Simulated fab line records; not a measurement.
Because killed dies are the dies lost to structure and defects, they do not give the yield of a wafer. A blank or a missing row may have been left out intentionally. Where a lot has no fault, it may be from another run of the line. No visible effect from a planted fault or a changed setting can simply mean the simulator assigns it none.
Code-filled problem report in 8D (eight disciplines) form | flow gf180mcu | the parts of the form that need people (team, actions taken, sign-off) are left out

## 1. PROBLEM STATEMENT
chamber pressure pa at GF_TOP_METAL_SPUTTER_00 reads a mean of 1.742 Pa on 6 wafers of 2 lots; wafers without a fault read 2.000 Pa with a standard deviation of 0.0044. Relative to the usual mean, that is a shift of -59 standard deviations.
The step: material Ti, target thk 37.5 nm, time 150 s.
First seen on wafer L413.1, day 31 22:50, on pvd sputter-03. The record holds 18 wafers of 6 lots with a number at this step. By rule, "out" or "out of limits" means more than 4 standard deviations away from the usual mean. The other wafers with a number count as sound.

## 2. WHAT THIS IS AND IS NOT
question                    | is                     | is not
which readings at this step | chamber pressure pa    | substrate temp c
which lots                  | L413, L414             | L399, L407, L418, L419
which wafers of those lots  | all that have a number | -
read on which tools         | pvd sputter-03         | pvd sputter-02, pvd sputter-04
when                        | from day 31 22:50      | up to then (6 sound wafers); but 6 sound wafers of L418, L419 came after

## 3. SUSPECTS, AND WHAT RULES EACH OUT
Counting: any tool at a process step up to the reading is kept as a suspect provided that every lot that is out went through it and no sound lot did after the first of them.
- pvd sputter-02 at GF_V5_SPUTTER_21 (material Ti, target thk 15 nm, time 80.02 s): kept. All lots that are out passed through it, beginning with L413 at day 31 22:08, and no sound lot followed; its final sound lot before that point was L407 at day 29 23:47.
- cvd w-01 at GF_V5_CVD_23 (deposits W, target thk 350 nm, time 104.9 s): kept. All lots that are out passed through it, beginning with L413 at day 31 22:14, and no sound lot followed; its final sound lot before that point was L407 at day 29 23:53.
- cmp-01 at GF_V5_CMP_26 (polishes, stops on SiO2, t overpolish 15 s, target thk 0 nm): kept. All lots that are out passed through it, beginning with L413 at day 31 22:32, and no sound lot followed; its final sound lot before that point was L399 at day 28 01:42.
- pvd sputter-03 at GF_TOP_METAL_SPUTTER_00 (material Ti, target thk 37.5 nm, time 150 s): kept. All lots that are out passed through it, beginning with L413 at day 31 22:50, and no sound lot followed; its final sound lot before that point was L407 at day 30 01:20. Its own chamber pressure pa readings are out on those wafers.
Left after counting: pvd sputter-02 at GF_V5_SPUTTER_21, cvd w-01 at GF_V5_CVD_23, cmp-01 at GF_V5_CMP_26, pvd sputter-03 at GF_TOP_METAL_SPUTTER_00.

## 4. THE CAUSE (what the simulator had put in)
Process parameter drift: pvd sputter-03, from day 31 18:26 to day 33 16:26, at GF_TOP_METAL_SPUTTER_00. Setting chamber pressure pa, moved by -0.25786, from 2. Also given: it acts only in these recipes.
Counting leaves 4 suspects; this tool is one of them.

## 5. SEQUENCE OF EFFECTS, ordered by route
Rows list readings where the struck wafers' mean (over those with a number) sits beyond 3 standard deviations from the usual. Only readings for which the record gives a usual standard deviation are gone through. hours: the time from each lot's start at the first step in this table that gives one to its start at this step, as a median over the lots. sigmas: the change in usual standard deviations.
hours | step                    | reading             | usual    | on struck wafers | change | sigmas
0     | GF_TOP_METAL_SPUTTER_00 | chamber pressure pa | 2.000 Pa | 1.742            | -0.258 | -59
0     | GF_TOP_METAL_SPUTTER_00 | throttle valve pct  | 30.4 %   | 33.3             | +2.9   | +3.2
Here are the process steps it includes:
- GF_TOP_METAL_SPUTTER_00: material Ti, target thk 37.5 nm, time 150 s.

## 6. WHAT WOULD HAVE CAUGHT IT SOONER
In this record the first reading out of limits was taken at day 31 22:50, 4 hours after the fault began at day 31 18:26.
